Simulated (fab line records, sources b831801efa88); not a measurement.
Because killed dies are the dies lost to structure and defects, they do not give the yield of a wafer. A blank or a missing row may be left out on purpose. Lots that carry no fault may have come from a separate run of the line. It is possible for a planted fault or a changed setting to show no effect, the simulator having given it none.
fab line records    flow sky130
record lots=12  wafers=36  lastDay=51
route steps=708 shown LDD_LDN@296 RES_XHIGH@340 LI_CONTACT@377 METAL4@634 PAD_OPEN@708
lots with no fault: from the same line, run without faults
startH: the number of hours between the record's first day and the start of the first shown wafer of the lot    waitH: hours since the lot's step before    " repeats the value in the row above    L1.1+2: a row that stands for several wafers    - no value present, or no start provided    * or withheld: withheld    < > ~ a bound
route shown NAME@n: NAME is a module with steps in the file, n the number in the route of the first one    usual: average and standard deviation across the fault-free wafers    same: alike in all rows    chamber/n: place in a boat    sites: the reading at each site    _std_site: their standard deviation    _edge_site: inner sites' mean taken away from outer sites' mean    radiusMm: for every site, how far away it sits from the centre of the wafer    mask NAME#n: copy n    behind: the last tool/chamber to shape the wafer    hold: why the lot was held/for how many hours/how that ended    device: the transistor (n, p or np) that didn't switch    end of line: tests run on the same wafers once the route is complete    step lacking rows: just its recipe    killed: dies lost to structure and defects at the first sort, not the wafer's yield    map: per-die view of a wafer (x killed, . not killed, _ where there is no die)
set.NAME: the setting as run; set.NAME@STEP: as run at that earlier step    model.NAME: the simulator's own value behind a step, which no gauge read
the route's steps for a sample of lots (tables are steps, rows are wafers)
services: a tool's chamber out of use, with start hour (startH, from the record's first day; less than 0 if before it), hours out, and reason
## steps
# step SKY_LDD_LDN_OVL_MEAS_07
# usual LDD_LDN_OVL=-0.4/1.5
lot.wafer  tool        chamber  startH  waitH  LDD_LDN_OVL[nm]
L384.3     overlay-01  -        559.14  0.1    -1.2
L384.4     "           -        "       "      -1.0
L384.5     "           -        "       "      -1.5
L383.1     overlay-01  -        560.34  0.1    1.1
L383.4     "           -        "       "      -1.5
L383.5     "           -        "       "      -2.3
L386.1     overlay-02  -        582.38  0.1    1.0
L386.5     "           -        "       "      1.3
L386.6     "           -        "       "      -1.0
L387.4     overlay-01  -        588.77  0.1    -2.0
L387.5     "           -        "       "      -1.7
L387.6     "           -        "       "      2.2
L389.1     overlay-02  -        607.03  0.1    1.9
L389.2     "           -        "       "      1.8
L389.5     "           -        "       "      -0.3
L390.3     overlay-01  -        625.69  0.1    -0.4
L390.4     "           -        "       "      -1.4
L390.6     "           -        "       "      -2.1
L391.4     overlay-01  -        631.87  0.1    1.6
L391.5     "           -        "       "      2.2
L391.6     "           -        "       "      0.6
L392.2     overlay-02  -        642.09  0.1    0.0
L392.3     "           -        "       "      1.0
L392.4     "           -        "       "      -1.6
L400.1     overlay-01  -        703.30  0.1    -0.9
L400.3     "           -        "       "      -1.2
L400.6     "           -        "       "      -0.9
L403.4     overlay-02  -        726.15  0.1    0.6
L403.5     "           -        "       "      -1.5
L403.6     "           -        "       "      -1.1
L404.1     overlay-02  -        727.35  0.1    0.3
L404.2     "           -        "       "      -1.1
L404.5     "           -        "       "      0.7
L405.2     overlay-01  -        737.44  0.1    1.4
L405.3     "           -        "       "      -1.2
L405.5     "           -        "       "      -1.5
# step SKY_RES_XHIGH_STRIP_08
# recipe chemistry=O2/N2  powerW=1400  pressureMtorr=1500  platenTempC=withheld  o2FlowSccm=3000  n2FlowSccm=300  overashFraction=0.5
# usual drypumpMotorCurrentA=6.0/0.39  oesProductAu=0.711/0.0047  stripTimeToEndpointS=14.27/0.037
lot.wafer  tool            chamber  startH  waitH  drypumpMotorCurrentA  oesProductAu  rfHoursCounterH  stripTimeToEndpointS
L384.3     plasmaAsher-04  0        654.75  0.1    5.9                   0.708         -                14.26
L384.4     "               1        "       "      6.5                   0.710         -                14.25
L384.5     "               0        "       "      5.9                   0.711         -                14.27
L383.1     plasmaAsher-04  0        656.30  0.1    5.9                   0.717         77               14.26
L383.4     "               0        "       "      5.9                   0.713         -                14.28
L383.5     "               0        "       "      5.9                   0.712         -                14.25
L386.1     plasmaAsher-04  0        676.11  0.1    5.9                   0.711         79               14.29
L386.5     "               0        "       "      5.9                   0.702         -                14.31
L386.6     "               1        "       "      6.5                   0.705         -                14.29
L387.4     plasmaAsher-04  0        682.48  0.1    5.9                   0.708         -                14.30
L387.5     "               1        "       "      6.5                   0.712         -                14.23
L387.6     "               0        "       "      5.9                   0.717         -                14.27
L389.1     plasmaAsher-01  0        701.14  0.1    5.4                   0.705         26               14.30
L389.2     "               1        "       "      6.2                   0.706         26               14.28
L389.5     "               1        "       "      6.2                   0.706         -                14.29
L390.3     plasmaAsher-01  0        720.63  0.1    5.4                   0.707         -                14.25
L390.4     "               1        "       "      6.2                   0.714         -                14.25
L390.6     "               1        "       "      6.2                   0.709         -                14.22
L391.4     plasmaAsher-01  0        726.53  0.1    5.4                   0.705         -                14.26
L391.5     "               1        "       "      6.2                   0.715         -                14.29
L391.6     "               0        "       "      5.4                   0.710         -                14.28
L392.2     plasmaAsher-01  1        735.55  0.1    6.2                   0.718         30               14.32
L392.3     "               1        "       "      6.2                   0.709         -                14.25
L392.4     "               0        "       "      5.4                   0.701         -                14.27
L400.1     plasmaAsher-01  1        796.09  0.1    6.2                   0.709         38               14.20
L400.3     "               0        "       "      5.4                   0.707         -                14.20
L400.6     "               1        "       "      6.2                   0.715         -                14.22
L403.4     plasmaAsher-03  0        815.98  0.1    5.6                   0.709         -                14.24
L403.5     "               0        "       "      5.6                   0.709         -                14.25
L403.6     "               1        "       "      6.2                   0.713         -                14.32
L404.1     plasmaAsher-03  1        818.09  0.1    6.2                   0.701         67               14.27
L404.2     "               0        "       "      5.6                   0.708         67               14.27
L404.5     "               1        "       "      6.3                   0.709         -                14.26
L405.2     plasmaAsher-04  0        824.65  0.1    5.9                   0.708         97               14.27
L405.3     "               1        "       "      6.5                   0.715         -                14.26
L405.5     "               0        "       "      5.9                   0.711         -                14.30
# step SKY_LI_CONTACT_ETCH_15
# recipe target=PSG  chemistry=C4F8/O2/Ar  stopOn=Si  taperDeg=4.15  maskMaterial=KrF-thick  sourceW=1500  biasW=1200  pressureMtorr=40  c4f8FlowSccm=withheld  O2_flow_sccm=6  Ar_flow_sccm=300  timeS=withheld  targetDepthA=6000
# usual oesProductAu=0.837/0.0044
lot.wafer  tool        chamber  startH  waitH  oesProductAu
L384.3     rieDiel-03  2        717.48  0.0    0.843
L384.4     "           0        "       "      0.836
L384.5     "           1        "       "      0.836
L383.1     rieDiel-02  3        718.10  0.0    0.831
L383.4     "           2        "       "      0.839
L383.5     "           2        "       "      0.846
L386.1     rieDiel-01  2        739.58  0.0    0.834
L386.5     "           3        "       "      0.835
L386.6     "           0        "       "      0.835
L387.4     rieDiel-01  0        745.05  0.0    0.839
L387.5     "           1        "       "      0.838
L387.6     "           0        "       "      0.838
L389.1     rieDiel-01  2        765.23  0.0    0.836
L389.2     "           3        "       "      0.840
L389.5     "           1        "       "      0.840
L390.3     rieDiel-03  2        783.71  0.0    0.838
L390.4     "           1        "       "      0.840
L390.6     "           2        "       "      0.835
L391.4     rieDiel-03  0        789.05  0.0    0.843
L391.5     "           2        "       "      0.838
L391.6     "           1        "       "      0.841
L392.2     rieDiel-02  3        796.21  0.0    0.841
L392.3     "           2        "       "      0.837
L392.4     "           1        "       "      0.834
L400.1     rieDiel-03  2        851.26  0.0    0.838
L400.3     "           1        "       "      0.841
L400.6     "           1        "       "      0.839
L403.4     rieDiel-03  1        870.38  0.0    0.833
L403.5     "           0        "       "      0.834
L403.6     "           3        "       "      0.838
L404.1     rieDiel-01  0        872.60  0.0    0.839
L404.2     "           1        "       "      0.835
L404.5     "           0        "       "      0.835
L405.2     rieDiel-02  0        879.76  0.0    0.833
L405.3     "           3        "       "      0.835
L405.5     "           2        "       "      0.839
# step SKY_METAL4_METAL_ETCH_18
# recipe targetDepthA=8450  stopOn=SiO2  overEtchFrac=0.3  timeS=183.1  chemistry=Cl2/BCl3  resistSidewallDeg=88  pressureMtorr=10  icpW=900  biasW=48.5  Cl2_flow_sccm=60  bcl3FlowSccm=30
# usual drypumpMotorCurrentA=5.3/0.51  oesProductAu=0.868/0.0064  overEtchFrac=0.3/0  throttleValvePct=22.265/0.0094
lot.wafer  tool         chamber  startH   waitH  drypumpMotorCurrentA  oesProductAu  overEtchFrac  rfHoursCounterH  throttleValvePct
L384.3     rieMetal-03  1        1024.49  0.1    4.6                   0.866         0.3           -                22.266
L384.4     "            1        "        "      4.7                   0.873         0.3           -                22.275
L384.5     "            1        "        "      4.6                   0.862         0.3           -                22.262
L383.1     rieMetal-03  1        1025.64  0.0    4.7                   0.864         0.3           21               22.257
L383.4     "            1        "        "      4.7                   0.873         0.3           -                22.274
L383.5     "            1        "        "      4.7                   0.866         0.3           -                22.276
L386.1     rieMetal-03  1        1039.95  0.0    4.7                   0.854         0.3           23               22.277
L386.5     "            1        "        "      4.7                   0.862         0.3           -                22.271
L386.6     "            1        "        "      4.7                   0.855         0.3           -                22.248
L387.4     rieMetal-03  0        1046.65  0.2    5.8                   0.871         0.3           -                22.277
L387.5     "            0        "        "      5.8                   0.879         0.3           -                22.262
L387.6     "            0        "        "      5.8                   0.866         0.3           -                22.265
L389.1     rieMetal-03  0        1062.86  0.0    5.8                   0.862         0.3           2                22.257
L389.2     "            0        "        "      5.8                   0.871         0.3           -                22.262
L389.5     "            0        "        "      5.8                   0.873         0.3           -                22.246
L390.3     rieMetal-03  1        1075.45  0.1    4.7                   0.860         0.32338       -                22.287
L390.4     "            0        "        "      5.8                   0.864         0.32338       -                22.256
L390.6     "            0        "        "      5.8                   0.866         0.32338       -                22.267
L391.4     rieMetal-03  0        1080.39  0.1    5.8                   0.864         0.32338       -                22.251
L391.5     "            1        "        "      4.7                   0.853         0.32338       -                22.258
L391.6     "            0        "        "      5.8                   0.863         0.32338       -                22.264
L392.2     rieMetal-03  1        1086.48  0.0    4.7                   0.870         0.32338       1                22.259
L392.3     "            1        "        "      4.7                   0.865         0.32338       -                22.267
L392.4     "            0        "        "      5.8                   0.854         0.32338       -                22.277
L400.1     rieMetal-01  1        1127.79  0.0    5.3                   0.876         0.3           30               22.276
L400.3     "            1        "        "      5.4                   0.871         0.3           -                22.248
L400.6     "            1        "        "      5.4                   0.881         0.3           -                22.268
L404.1     rieMetal-04  0        1144.21  0.0    5.4                   0.865         0.3           17               22.260
L404.2     "            1        "        "      5.5                   0.859         0.3           28               22.281
L404.5     "            1        "        "      5.5                   0.864         0.3           -                22.274
L403.4     rieMetal-01  0        1144.29  0.1    6.1                   0.867         0.3           -                22.260
L403.5     "            0        "        "      6.2                   0.877         0.3           -                22.257
L403.6     "            1        "        "      5.3                   0.865         0.3           -                22.253
L405.2     rieMetal-01  0        1149.99  0.0    6.1                   0.869         0.3           5                22.277
L405.3     "            0        "        "      6.2                   0.869         0.3           -                22.261
L405.5     "            0        "        "      6.2                   0.864         0.3           -                22.285
# step SKY_PAD_OPEN_PROBE_99
# usual defectLimitedYield=82.6/1.7  killed_at_M0_to_M3=43/7  killed_at_M4_up=3.1/1.5  killedAtContacts=23/4.9  killedAtFrontEnd=16/3.9  killedAtOther=0.3/0.52  killedDies=86/8.2  killedOpen=47/6.1  killedShort=38/5.8  sort_bin_3_pad_short=0.8/0.41  sort_bin_5_function=10.2/1.3  sort_bin_6_memory=6.4/1.1  sortNPass=406/8.2  sortYieldPct=82.6/1.7
# same grossDies=492  killedAtBackSide=0  sort_bin_4_leakage[%]=0  sort_bin_8_speed[%]=0
lot.wafer  tool       chamber  startH   waitH  defectLimitedYield[%]  killed_at_M0_to_M3  killed_at_M4_up  killedAtContacts  killedAtFrontEnd  killedAtOther  killedDies  killedOpen  killedShort  sort_bin_3_pad_short[%]  sort_bin_5_function[%]  sort_bin_6_memory[%]  sortNPass  sortYieldPct[%]
L386.1     prober-02  -        1133.32  0.1    80.5                   49                  5                26                16                0              96          50          45           1.4                      10.6                    7.5                   396        80.5
L386.5     prober-02  -        1133.52  0.2    84.8                   40                  2                22                11                0              75          40          32           0.6                      9.3                     5.3                   417        84.8
L386.6     prober-02  -        1133.57  0.2    82.7                   49                  2                22                11                1              85          51          34           0.2                      11.4                    5.7                   407        82.7
L387.4     prober-01  -        1140.16  0.2    83.5                   44                  3                21                13                0              81          42          39           1.0                      10.2                    5.3                   411        83.5
L387.5     prober-01  -        1140.21  0.2    81.5                   50                  2                21                18                0              91          52          39           1.0                      11.8                    5.7                   401        81.5
L387.6     prober-01  -        1140.26  0.2    80.9                   57                  5                20                12                0              94          57          37           0.6                      11.6                    6.9                   398        80.9
L389.1     prober-01  -        1153.14  0.1    80.1                   44                  4                26                24                0              98          53          45           1.4                      14.0                    4.5                   394        80.1
L389.2     prober-01  -        1153.19  0.1    83.3                   46                  3                18                14                1              82          48          33           0.6                      8.5                     7.5                   410        83.3
L389.5     prober-01  -        1153.34  0.2    83.9                   39                  0                25                14                1              79          41          37           0.4                      8.9                     6.7                   413        83.9
L390.6     prober-02  -        1164.60  0.2    81.9                   55                  4                21                9                 0              89          47          42           0.8                      11.8                    5.5                   403        81.9
L391.4     prober-01  -        1167.12  0.2    83.9                   37                  5                14                22                1              79          42          36           1.2                      9.6                     5.3                   413        83.9
L391.5     prober-01  -        1167.17  0.2    83.9                   42                  4                17                16                0              79          40          38           0.8                      8.9                     6.3                   413        83.9
L391.6     prober-01  -        1167.22  0.2    86.0                   36                  1                13                18                1              69          40          29           0.2                      8.9                     4.9                   423        86.0
L392.3     prober-01  -        1175.18  0.2    85.0                   48                  3                11                12                0              74          37          37           0                        10.2                    4.9                   418        85.0
# killed by level:class
L386.1 VIA1:geometricParticle:open=12 CONTACT:geometricParticle:open=10 VIA1:geometricParticle:short=10 LI_CONTACT:geometricParticle:open=7 FIELD_ISO:geometricParticle:open=5 POLY_GATE:geometricParticle:open=5 METAL2:geometricParticle:short=5 VIA3:geometricParticle:open=5
L386.5 VIA1:geometricParticle:open=11 LI_CONTACT:geometricParticle:open=7 CONTACT:geometricParticle:open=6 METAL1:geometricParticle:short=5 METAL2:geometricParticle:short=5 LOCAL_INTERCONNECT:geometricParticle:short=4 CONTACT:geometricParticle:short=4 VIA1:geometricParticle:short=4
L386.6 VIA1:geometricParticle:open=13 LI_CONTACT:geometricParticle:open=8 METAL2:geometricParticle:short=7 VIA3:geometricParticle:open=6 CONTACT:geometricParticle:open=6 VIA2:geometricParticle:open=6 VIA1:geometricParticle:short=5 FIELD_ISO:geometricParticle:short=4
L387.4 VIA1:geometricParticle:open=13 LI_CONTACT:geometricParticle:open=7 METAL1:geometricParticle:short=7 FIELD_ISO:geometricParticle:open=5 CONTACT:geometricParticle:short=5 METAL2:geometricParticle:short=5 VIA1:geometricParticle:short=5 POLY_GATE:geometricParticle:short=4
L387.5 VIA1:geometricParticle:open=12 VIA3:geometricParticle:open=10 LI_CONTACT:geometricParticle:open=8 POLY_GATE:geometricParticle:short=7 METAL1:geometricParticle:short=7 CONTACT:geometricParticle:open=5 VIA1:geometricParticle:short=5 FIELD_ISO:geometricParticle:open=3
L387.6 VIA1:geometricParticle:open=13 VIA3:geometricParticle:open=10 METAL1:geometricParticle:short=10 CONTACT:geometricParticle:open=8 LI_CONTACT:geometricParticle:open=6 VIA1:geometricParticle:short=6 VIA2:geometricParticle:open=5 METAL2:geometricParticle:short=5
L389.1 VIA1:geometricParticle:open=13 VIA2:geometricParticle:open=8 LI_CONTACT:geometricParticle:open=7 FIELD_ISO:geometricParticle:open=6 FIELD_ISO:geometricParticle:short=5 METAL1:geometricParticle:short=5 LI_CONTACT:geometricParticle:short=5 POLY_GATE:geometricParticle:open=5
L389.2 VIA1:geometricParticle:open=11 LI_CONTACT:geometricParticle:open=8 VIA1:geometricParticle:short=6 VIA2:geometricParticle:open=6 METAL2:geometricParticle:short=5 VIA3:geometricParticle:open=5 FIELD_ISO:geometricParticle:short=4 FIELD_ISO:geometricParticle:open=4
L389.5 CONTACT:geometricParticle:open=8 VIA1:geometricParticle:open=7 LI_CONTACT:geometricParticle:open=6 METAL1:geometricParticle:short=6 POLY_GATE:geometricParticle:open=5 CONTACT:geometricParticle:short=5 VIA2:geometricParticle:short=5 METAL3:geometricParticle:short=5
L390.6 VIA1:geometricParticle:open=11 VIA3:geometricParticle:open=9 LI_CONTACT:geometricParticle:open=7 VIA2:geometricParticle:short=6 METAL2:geometricParticle:short=6 VIA2:geometricParticle:open=6 CONTACT:geometricParticle:open=5 METAL1:geometricParticle:short=5
L391.4 POLY_GATE:geometricParticle:open=8 VIA1:geometricParticle:open=8 VIA3:geometricParticle:open=7 POLY_GATE:geometricParticle:short=6 FIELD_ISO:geometricParticle:short=5 LOCAL_INTERCONNECT:geometricParticle:short=5 CONTACT:geometricParticle:open=5 METAL1:geometricParticle:short=5
L391.5 VIA1:geometricParticle:open=10 METAL1:geometricParticle:short=6 VIA2:geometricParticle:open=5 CONTACT:geometricParticle:open=5 VIA1:geometricParticle:short=5 VIA3:geometricParticle:open=5 METAL4:geometricParticle:short=4 FIELD_ISO:geometricParticle:open=3
L391.6 LI_CONTACT:geometricParticle:open=6 VIA3:geometricParticle:open=6 VIA2:geometricParticle:open=6 FIELD_ISO:geometricParticle:short=4 POLY_GATE:geometricParticle:short=4 POLY_GATE:geometricParticle:open=4 VIA1:geometricParticle:open=4 METAL1:geometricParticle:short=4
L392.3 VIA1:geometricParticle:open=13 METAL2:geometricParticle:short=10 VIA3:geometricParticle:open=7 FIELD_ISO:geometricParticle:short=5 VIA1:geometricParticle:short=5 VIA2:geometricParticle:open=5 LI_CONTACT:geometricParticle:open=4 POLY_GATE:geometricParticle:open=4
## services
tool            chamber  startH   hours  kind
plasmaAsher-01  -        646.88   2.3    repair
rieMetal-03     1        655.21   10.9   repair
rieDiel-01      2        679.42   4.8    repair
rieMetal-03     -        683.84   14.6   pm
rieDiel-03      0        725.29   1.2    repair
rieMetal-03     0        756.70   1.1    repair
rieMetal-03     1        760.46   7.8    repair
rieDiel-03      -        796.17   4.5    repair
rieDiel-01      2        847.22   11.1   repair
rieDiel-03      2        862.19   1.9    repair
plasmaAsher-01  -        884.84   2.0    repair
rieDiel-01      -        890.82   0.4    repair
rieDiel-01      1        926.73   12.8   repair
plasmaAsher-01  -        949.62   14.6   pm
rieMetal-03     1        979.39   12.3   repair
rieDiel-03      0        1044.90  5.0    repair
rieDiel-03      -        1052.01  2.8    pm
rieMetal-03     -        1053.67  0.7    repair
plasmaAsher-04  -        1055.25  9.0    pm
plasmaAsher-04  -        1057.09  1.1    repair
plasmaAsher-04  -        1107.96  3.6    repair
plasmaAsher-04  -        1109.31  2.2    repair
rieDiel-03      1        1132.75  15.0   repair
rieDiel-03      3        1135.90  3.9    repair
## key
firstSign step=SKY_METAL4_METAL_ETCH_18  reading=overEtchFrac  direction=up  sigmas=99+  usual=0.3  struck=0.32338
effect none on later readings
metAt SKY_METAL4_METAL_ETCH_18
struckLots L390,L391,L392
notActingAt SKY_LDD_LDN_OVL_MEAS_07,SKY_RES_XHIGH_STRIP_08,SKY_LI_CONTACT_ETCH_15
onsetBetween 1062.86 1075.45
fault kind=processParameterDrift  tool=rieMetal-03  chamber=-  onsetH=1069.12  steps=SKY_METAL4_METAL_ETCH_18  channel=overEtchFrac  offset=0.023381  shape=step  endH=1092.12  actsIn=theseRecipesOnly  stated=0.3
